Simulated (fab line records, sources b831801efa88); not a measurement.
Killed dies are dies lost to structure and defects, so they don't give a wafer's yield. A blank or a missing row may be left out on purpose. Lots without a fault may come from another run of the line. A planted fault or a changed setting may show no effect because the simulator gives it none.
Chamber matching | flow sfq_line | SFQ_TRILAYER_I4_CMP_CMP_100 on cmp-02: 4 sister chambers
The step polishes SiO2. 4 wafers are shown with their chamber, then 8 later ones without.

WAFERS WITH THEIR CHAMBER
wafer  | chamber | motor_current_A (A)
L371.5 | 2       | 11.6
L371.6 | 1       | 10.7
L372.6 | 0       | 8.6
L383.3 | 3       | 10.1

WAFERS WITHOUT THEIR CHAMBER
wafer  | motor_current_A (A)
L383.5 | 11.1
L383.6 | 10.6
L384.2 | 8.6
L384.3 | 11.1
L384.4 | 10.9
L385.1 | 8.6
L385.2 | 11.0
L385.3 | 10.9

WHICH CHAMBER EACH WENT THROUGH
wafer  | from the rows above     | in truth
L383.5 | can't be placed: 1 or 2 | 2
L383.6 | can't be placed: 1 or 3 | 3
L384.2 | 0                       | 0
L384.3 | can't be placed: 1 or 2 | 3
L384.4 | can't be placed: 1 or 2 | 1
L385.1 | 0                       | 0
L385.2 | can't be placed: 1 or 2 | 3
L385.3 | can't be placed: 1 or 2 | 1
Placed correctly: 2 of 8. Can't be placed from these rows: 6 (the true chamber is among the candidates in 4). Placed wrongly: 0.
How it was worked out, from the rows above alone: a wafer's distance from a chamber is the root of the sum, over the readings, of the square of ((its reading less the chamber's mean) divided by the reading's scatter). The wafer belongs to the nearest chamber; if the next one is less than 2 further off, it can't be placed. A chamber's mean is the mean of its shown wafers. The scatter: with one shown wafer a chamber, the root of the mean of the squares of how far each hidden wafer lies from its nearest shown one.
